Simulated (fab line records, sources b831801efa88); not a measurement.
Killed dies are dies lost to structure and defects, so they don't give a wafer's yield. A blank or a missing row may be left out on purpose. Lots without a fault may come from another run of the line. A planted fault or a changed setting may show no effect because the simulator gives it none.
Chamber matching | flow gf180mcu | GF_HV_LDD_ETCHBACK_58 on rie_diel-03: 4 sister chambers
The step etches Si3N4 in CH3F/O2, stops on SiO2, time 100 s, target depth 90 nm. 4 wafers are shown with their chamber, then 8 later ones without.

WAFERS WITH THEIR CHAMBER
wafer  | chamber | bias_w (W)
L761.5 | 1       | 79.78
L763.2 | 3       | 80.42
L763.3 | 0       | 79.82
L766.1 | 2       | 80.14

WAFERS WITHOUT THEIR CHAMBER
wafer  | bias_w (W)
L766.4 | 79.79
L766.6 | 80.13
L767.1 | 80.20
L767.2 | 79.93
L767.3 | 80.05
L768.1 | 79.99
L768.3 | 80.17
L768.4 | 79.94

WHICH CHAMBER EACH WENT THROUGH
wafer  | from the rows above          | in truth
L766.4 | can't be placed: 1 or 0      | 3
L766.6 | 2                            | 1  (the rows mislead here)
L767.1 | can't be placed: 2 or 3      | 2
L767.2 | can't be placed: 0 or 1 or 2 | 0
L767.3 | can't be placed: 2 or 0      | 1
L768.1 | can't be placed: 2 or 0 or 1 | 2
L768.3 | 2                            | 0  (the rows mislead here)
L768.4 | can't be placed: 0 or 1 or 2 | 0
Placed correctly: 0 of 8. Can't be placed from these rows: 6 (the true chamber is among the candidates in 4). Placed wrongly: 2.
How it was worked out, from the rows above alone: a wafer's distance from a chamber is the root of the sum, over the readings, of the square of ((its reading less the chamber's mean) divided by the reading's scatter). The wafer belongs to the nearest chamber; if the next one is less than 2 further off, it can't be placed. A chamber's mean is the mean of its shown wafers. The scatter: with one shown wafer a chamber, the root of the mean of the squares of how far each hidden wafer lies from its nearest shown one.
